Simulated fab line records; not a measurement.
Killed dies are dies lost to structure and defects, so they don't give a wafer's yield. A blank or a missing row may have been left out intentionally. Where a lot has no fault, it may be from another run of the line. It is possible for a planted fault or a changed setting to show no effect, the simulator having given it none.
The tool behind it: which one? / flow gf180mcu / 24 lots with 72 wafers sampled at 3 steps, on a route of 602 steps

WHAT THE GAUGES SHOWED, per wafer
GF_M1_RS_MEAS_05: a four-point-probe measurement.
lot=L074; measured=day 15 22:04; on=film metro-03; M1_ALCU_RS (ohm/sq)=0.0699 0.0700 0.0697
lot=L075; measured=day 16 01:17; on=film metro-02; M1_ALCU_RS (ohm/sq)=0.0688 0.0690 0.0686
lot=L076; measured=day 16 14:45; on=film metro-03; M1_ALCU_RS (ohm/sq)=0.0696 0.0693 0.0695
lot=L077; measured=day 17 03:10; on=film metro-03; M1_ALCU_RS (ohm/sq)=0.0686 0.0689 0.0688
lot=L078; measured=day 17 10:43; on=film metro-01; M1_ALCU_RS (ohm/sq)=0.0699 0.0697 0.0696
lot=L079; measured=day 17 17:29; on=film metro-02; M1_ALCU_RS (ohm/sq)=0.0701 0.0706 0.0696
lot=L080; measured=day 18 07:19; on=film metro-02; M1_ALCU_RS (ohm/sq)=0.0694 0.0692 0.0692
lot=L081; measured=day 18 13:37; on=film metro-01; M1_ALCU_RS (ohm/sq)=0.0691 0.0696 0.0700
lot=L082; measured=day 18 20:58; on=film metro-01; M1_ALCU_RS (ohm/sq)=0.0689 0.0685 0.0692
lot=L083; measured=day 19 04:34; on=film metro-03; M1_ALCU_RS (ohm/sq)=0.0705 0.0701 0.0698
lot=L084; measured=day 19 16:28; on=film metro-02; M1_ALCU_RS (ohm/sq)=0.0700 0.0700 0.0704
lot=L085; measured=day 19 21:18; on=film metro-02; M1_ALCU_RS (ohm/sq)=0.0692 0.0693 0.0692
lot=L086; measured=day 20 17:23; on=film metro-03; M1_ALCU_RS (ohm/sq)=0.0697 0.0695 0.0690
lot=L087; measured=day 20 23:21; on=film metro-03; M1_ALCU_RS (ohm/sq)=0.0691 0.0686 0.0690
lot=L088; measured=day 21 02:31; on=film metro-03; M1_ALCU_RS (ohm/sq)=0.0701 0.0688 0.0694
lot=L089; measured=day 21 23:11; on=film metro-02; M1_ALCU_RS (ohm/sq)=0.0682 0.0693 0.0685
lot=L090; measured=day 22 11:17; on=film metro-03; M1_ALCU_RS (ohm/sq)=0.0686 0.0689 0.0690
lot=L091; measured=day 22 15:31; on=film metro-02; M1_ALCU_RS (ohm/sq)=0.0699 0.0692 0.0698
lot=L092; measured=day 22 22:27; on=film metro-02; M1_ALCU_RS (ohm/sq)=0.0696 0.0702 0.0699
lot=L093; measured=day 23 08:34; on=film metro-03; M1_ALCU_RS (ohm/sq)=0.0694 0.0683 0.0694
lot=L094; measured=day 23 15:56; on=film metro-03; M1_ALCU_RS (ohm/sq)=0.0699 0.0694 0.0703
lot=L095; measured=day 23 23:02; on=film metro-02; M1_ALCU_RS (ohm/sq)=0.0689 0.0690 0.0686
lot=L096; measured=day 24 02:16; on=film metro-03; M1_ALCU_RS (ohm/sq)=0.0704 0.0698 0.0702
lot=L097; measured=day 24 12:52; on=film metro-03; M1_ALCU_RS (ohm/sq)=0.0699 0.0697 0.0696

GF_V3_THK_MEAS_03.
lot=L074; measured=day 21 02:36; on=film metro-04; V3_CVD_02_THK (nm)=862 861 865
lot=L075; measured=day 21 05:01; on=film metro-04; V3_CVD_02_THK (nm)=852 847 868
lot=L076; measured=day 21 20:29; on=film metro-04; V3_CVD_02_THK (nm)=840 843 865
lot=L077; measured=day 22 07:40; on=film metro-01; V3_CVD_02_THK (nm)=834 841 857
lot=L078; measured=day 22 17:50; on=film metro-01; V3_CVD_02_THK (nm)=843 845 862
lot=L079; measured=day 23 00:26; on=film metro-02; V3_CVD_02_THK (nm)=842 852 860
lot=L080; measured=day 23 13:34; on=film metro-04; V3_CVD_02_THK (nm)=834 852 851
lot=L081; measured=day 23 21:21; on=film metro-01; V3_CVD_02_THK (nm)=841 859 842
lot=L082; measured=day 24 02:06; on=film metro-04; V3_CVD_02_THK (nm)=850 864 846
lot=L083; measured=day 24 10:20; on=film metro-01; V3_CVD_02_THK (nm)=861 859 861
lot=L084; measured=day 24 21:56; on=film metro-01; V3_CVD_02_THK (nm)=856 859 858
lot=L085; measured=day 25 00:17; on=film metro-04; V3_CVD_02_THK (nm)=852 849 847
lot=L086; measured=day 25 19:31; on=film metro-01; V3_CVD_02_THK (nm)=864 865 868
lot=L087; measured=day 26 01:01; on=film metro-02; V3_CVD_02_THK (nm)=845 865 855
lot=L088; measured=day 26 04:38; on=film metro-04; V3_CVD_02_THK (nm)=832 859 857
lot=L089; measured=day 26 22:40; on=film metro-01; V3_CVD_02_THK (nm)=848 860 865
lot=L090; measured=day 27 07:59; on=film metro-04; V3_CVD_02_THK (nm)=854 867 867
lot=L091; measured=day 27 11:55; on=film metro-02; V3_CVD_02_THK (nm)=845 851 860
lot=L092; measured=day 27 17:19; on=film metro-02; V3_CVD_02_THK (nm)=835 837 852
lot=L093; measured=day 28 02:41; on=film metro-02; V3_CVD_02_THK (nm)=841 853 861
lot=L094; measured=day 28 08:35; on=film metro-01; V3_CVD_02_THK (nm)=859 861 856
lot=L095; measured=day 28 15:25; on=film metro-04; V3_CVD_02_THK (nm)=843 859 858
lot=L096; measured=day 28 18:33; on=film metro-01; V3_CVD_02_THK (nm)=848 862 859
lot=L097; measured=day 29 04:56; on=film metro-01; V3_CVD_02_THK (nm)=850 860 859

TOOL THAT RAN EACH LOT (tool first, then ch and the chambers of the sampled wafers, then the start)
lot=L074; GF_M1_SPUTTER_01=pvd sputter-04, day 15 21:53
lot=L075; GF_M1_SPUTTER_01=pvd sputter-03, day 16 01:08
lot=L076; GF_M1_SPUTTER_01=pvd sputter-03, day 16 14:38
lot=L077; GF_M1_SPUTTER_01=pvd sputter-03, day 17 03:03
lot=L078; GF_M1_SPUTTER_01=pvd sputter-02, day 17 10:35
lot=L079; GF_M1_SPUTTER_01=pvd sputter-04, day 17 17:22
lot=L080; GF_M1_SPUTTER_01=pvd sputter-03, day 18 07:12
lot=L081; GF_M1_SPUTTER_01=pvd sputter-02, day 18 13:29
lot=L082; GF_M1_SPUTTER_01=pvd sputter-02, day 18 20:50
lot=L083; GF_M1_SPUTTER_01=pvd sputter-04, day 19 04:27
lot=L084; GF_M1_SPUTTER_01=pvd sputter-02, day 19 16:19
lot=L085; GF_M1_SPUTTER_01=pvd sputter-04, day 19 21:07
lot=L086; GF_M1_SPUTTER_01=pvd sputter-04, day 20 17:13
lot=L087; GF_M1_SPUTTER_01=pvd sputter-03, day 20 23:11
lot=L088; GF_M1_SPUTTER_01=pvd sputter-02, day 21 02:22
lot=L089; GF_M1_SPUTTER_01=pvd sputter-03, day 21 23:02
lot=L090; GF_M1_SPUTTER_01=pvd sputter-03, day 22 11:09
lot=L091; GF_M1_SPUTTER_01=pvd sputter-04, day 22 15:21
lot=L092; GF_M1_SPUTTER_01=pvd sputter-03, day 22 22:19
lot=L093; GF_M1_SPUTTER_01=pvd sputter-04, day 23 08:25
lot=L094; GF_M1_SPUTTER_01=pvd sputter-02, day 23 15:45
lot=L095; GF_M1_SPUTTER_01=pvd sputter-03, day 23 22:52
lot=L096; GF_M1_SPUTTER_01=pvd sputter-04, day 24 02:08
lot=L097; GF_M1_SPUTTER_01=pvd sputter-03, day 24 12:44
- GF_M1_SPUTTER_01: material TiN, target thk 30 nm, time 25 s.

WHAT THE TOOLS THEMSELVES READ (means of the sampled wafers that have a number; where no wafer has one, the mark that the record gives instead)
GF_M1_SPUTTER_01.
lot=L074; tool=pvd sputter-04; throttle valve pct (%)=29.0
lot=L075; tool=pvd sputter-03; throttle valve pct (%)=30.5
lot=L076; tool=pvd sputter-03; throttle valve pct (%)=28.6
lot=L077; tool=pvd sputter-03; throttle valve pct (%)=30.9
lot=L078; tool=pvd sputter-02; throttle valve pct (%)=29.5
lot=L079; tool=pvd sputter-04; throttle valve pct (%)=29.9
lot=L080; tool=pvd sputter-03; throttle valve pct (%)=28.9
lot=L081; tool=pvd sputter-02; throttle valve pct (%)=29.3
lot=L082; tool=pvd sputter-02; throttle valve pct (%)=29.0
lot=L083; tool=pvd sputter-04; throttle valve pct (%)=30.0
lot=L084; tool=pvd sputter-02; throttle valve pct (%)=29.5
lot=L085; tool=pvd sputter-04; throttle valve pct (%)=29.5
lot=L086; tool=pvd sputter-04; throttle valve pct (%)=29.6
lot=L087; tool=pvd sputter-03; throttle valve pct (%)=30.0
lot=L088; tool=pvd sputter-02; throttle valve pct (%)=29.2
lot=L089; tool=pvd sputter-03; throttle valve pct (%)=29.7
lot=L090; tool=pvd sputter-03; throttle valve pct (%)=31.1
lot=L091; tool=pvd sputter-04; throttle valve pct (%)=29.4
lot=L092; tool=pvd sputter-03; throttle valve pct (%)=31.8
lot=L093; tool=pvd sputter-04; throttle valve pct (%)=29.5
lot=L094; tool=pvd sputter-02; throttle valve pct (%)=29.3
lot=L095; tool=pvd sputter-03; throttle valve pct (%)=31.2
lot=L096; tool=pvd sputter-04; throttle valve pct (%)=30.1
lot=L097; tool=pvd sputter-03; throttle valve pct (%)=31.6

THE ANSWER, worked out from the rows above alone
Rule: the lots themselves supply what counts as usual. Put in order of their means at a reading, lots are off if they are a third of the lots or fewer, leave a main group of 4 or more, and stand apart from it by a gap of 3 or more times the standard deviation of the main group's means; of several such gaps the widest counts. If all means in a main group match to the digits the tables above print for the reading, that group is not used. Also off: a lot with no number at a reading for which 4 or more lots have one. All remaining lots with rows at the step are treated as sound. First the gauges in route order, then the tools' own readings, where a lot's mean is used as printed above. The first step at which some lot is off is used, and at that step the reading that is off furthest; a lot without a number counts as furthest.
Across all readings shown, no lot is off: no conclusion can be drawn from this.

WHAT THE SIMULATOR PUT IN
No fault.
